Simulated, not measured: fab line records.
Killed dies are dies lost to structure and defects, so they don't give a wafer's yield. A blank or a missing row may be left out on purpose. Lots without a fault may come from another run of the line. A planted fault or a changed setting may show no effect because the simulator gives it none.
What tool caused it? :: flow sky130 :: 18 wafers from 6 lots sampled at 3 of the route's 708 steps

## WHAT THE GAUGES SHOWED, per wafer
SKY_VIA3_CD_MEAS_12: target cd 200 nm.
lot: L546
measured: day 40 00:58
on: cdSem-02
cdNm (nm): 199.7 202.1 200.1

lot: L549
measured: day 40 19:55
on: cdSem-02
cdNm (nm): 199.4 199.4 199.9

lot: L551
measured: day 41 07:49
on: cdSem-01
cdNm (nm): 199.3 200.5 200.3

lot: L553
measured: day 42 00:41
on: cdSem-02
cdNm (nm): 200.9 200.8 199.2

lot: L560
measured: day 44 11:05
on: cdSem-02
cdNm (nm): 200.3 198.9 197.8

lot: L562
measured: day 44 12:21
on: cdSem-02
cdNm (nm): 201.0 200.3 199.5

## EACH LOT AND THE TOOL THAT RAN IT (in order: tool; ch and the chambers of the sampled wafers; start)
lot: L546
SKY_FIELD_ISO_OXIDATION_01: furnace-02 ch 0, day 1 17:20
SKY_METAL3_DESCUM_15: rieMetal-04 ch 0,1, day 38 22:32

lot: L549
SKY_FIELD_ISO_OXIDATION_01: furnace-01 ch 0, day 2 06:07
SKY_METAL3_DESCUM_15: rieMetal-04 ch 0,1, day 39 18:19

lot: L551
SKY_FIELD_ISO_OXIDATION_01: furnace-02 ch 0, day 2 17:23
SKY_METAL3_DESCUM_15: rieMetal-02 ch 0,1, day 40 05:34

lot: L553
SKY_FIELD_ISO_OXIDATION_01: furnace-01 ch 0, day 3 02:07
SKY_METAL3_DESCUM_15: rieMetal-02 ch 0,1, day 40 23:04

lot: L560
SKY_FIELD_ISO_OXIDATION_01: furnace-02 ch 0, day 4 13:07
SKY_METAL3_DESCUM_15: rieMetal-04 ch 0,1, day 43 10:47

lot: L562
SKY_FIELD_ISO_OXIDATION_01: furnace-02 ch 0, day 4 23:28
SKY_METAL3_DESCUM_15: rieMetal-02 ch 0,1, day 43 11:22
- SKY_FIELD_ISO_OXIDATION_01: stabilise 600 s, purge 300 s, target thk 12 nm.
- SKY_METAL3_DESCUM_15: chemistry O2, time 8 s.

## THE ANSWER, worked out from the rows above alone
Rule: usual is defined by the lots themselves. Put in order of their means at a reading, lots are off if they are a third of the lots or fewer, leave a main group of 4 or more, and stand apart from it by a gap of 3 or more times the standard deviation of the main group's means; of several such gaps the widest counts. A main group is skipped when, at the precision printed for the reading in the tables above, its means are all equal. A lot without any number at a reading at which 4 lots or more have one is off too. All remaining lots with rows at the step are treated as sound.
No lot is off at any reading shown: from this, nothing can be told.

## WHAT WAS PUT IN BY THE SIMULATOR
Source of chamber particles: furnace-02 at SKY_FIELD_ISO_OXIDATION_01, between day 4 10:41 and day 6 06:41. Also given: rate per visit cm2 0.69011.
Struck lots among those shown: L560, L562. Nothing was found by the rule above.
